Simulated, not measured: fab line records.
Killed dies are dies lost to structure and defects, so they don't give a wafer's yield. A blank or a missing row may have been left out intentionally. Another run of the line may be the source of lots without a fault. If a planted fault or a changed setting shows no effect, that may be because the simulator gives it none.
Struck lot and sound lot, side by side	flow sfqLine	14 out of 325 route steps
Sound: wafers L991.2, L991.3, L991.4. The struck wafers were L989.2, L989.3, L989.5. The cause is given at the end.
Each step with rows lists, per side, the tool, then ch with its chambers, then its first start. Under that, the readings that differ: sound wafers	struck wafers	difference of the means	sigmas: that difference in standard deviations of wafers without a fault.
alike: words and numbers the same on both sides, and readings whose means are apart by under 2 such deviations; not compared: readings that were withheld, readings missing a value for some wafer, numbers with overlapping values and no deviation given by the record, and bounds like >300 which may hide the same value.
The two part at a step that has a row with sigmas, a row that says differs or no value, or rows on one side only. Non-overlapping numbers with no deviation appear without sigmas and do not part them. A reading missing from all wafers of one side parts the sides only when that side holds two or more wafers.

first, 4 steps without rows for these wafers: SFQ_TRILAYER_I5_LITHO_SOFTBAKE_148; SFQ_TRILAYER_I5_LITHO_EXPOSE_145 (exposes mask I5, target cd 700 nm); SFQ_TRILAYER_I5_LITHO_PEB_147 (peb time 60 s); SFQ_TRILAYER_I5_LITHO_DEVELOP_146 (time 60 s).
SFQ_I5_OVL_MEAS_936:
  struck on overlay-02, day 69 04:38; sound on overlay-01, day 69 21:18
  alike: I5_OVL
SFQ_TRILAYER_I5_BARC_OPEN_VIA_ETCH_200: etches BARC in O2, target depth 125 nm, time 41.7 s.
  sound on rieDiel-03 ch 1,2,3, day 69 21:20; struck on rieDiel-03 ch 0,3, day 69 04:40
  alike: drypumpMotorCurrentA, oesProductAu
  not compared: rfHoursCounterH
SFQ_TRILAYER_I5_ETCH_VIA_ETCH_147: etches the open film in CHF3, stops on Nb, target depth 360 nm.
  sound on rieDiel-03 ch 1,2,3, day 69 21:22; struck on rieDiel-03 ch 0,3, day 69 04:42
  alike: drypumpMotorCurrentA, oesProductAu
SFQ_TRILAYER_I5_STRIP_STRIP_148: strips in O2.
  sound on rieMetal-02 ch 0,1, day 69 21:31; struck on rieMetal-01 ch 0,1, day 69 04:51
  alike: drypumpMotorCurrentA, oesProductAu, platenTempC
  not compared: rfHoursCounterH
then, 4 steps without rows for these wafers: SFQ_TRILAYER_I5_STRIP_SOLV_CLEAN_149 (cleans in NMP, time 600 s); SFQ_TRILAYER_C5_LITHO_COAT_156 (resist thk 62 nm); SFQ_TRILAYER_C5_LITHO_COAT_151 (resist thk 650 nm); SFQ_TRILAYER_C5_LITHO_SOFTBAKE_155.
-- the record jumps here: 4 days lie between the struck wafers' starts before and after --
SFQ_TRILAYER_C5_LITHO_EXPOSE_152: exposes mask C5, target cd 500 nm.
  sound on krfScanner-01 ch 0, day 74 04:17; struck on krfScanner-01, day 73 12:41
  no value came back on the struck wafers for exposureDoseMJCm2, focusOffsetNm (nm); on the sound wafers exposureDoseMJCm2 reads 21.308 21.321 21.292
  alike: mask
then, 1 step without rows for these wafers: SFQ_TRILAYER_C5_LITHO_PEB_154 (peb time 60 s).

WHERE THEY PART
SFQ_TRILAYER_C5_LITHO_EXPOSE_152 only, going by this record.

WHY: what had been put in by the simulator
Beginning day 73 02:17, the whole step at SFQ_TRILAYER_C5_LITHO_EXPOSE_152 was skipped on krfScanner-01. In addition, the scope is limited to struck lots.
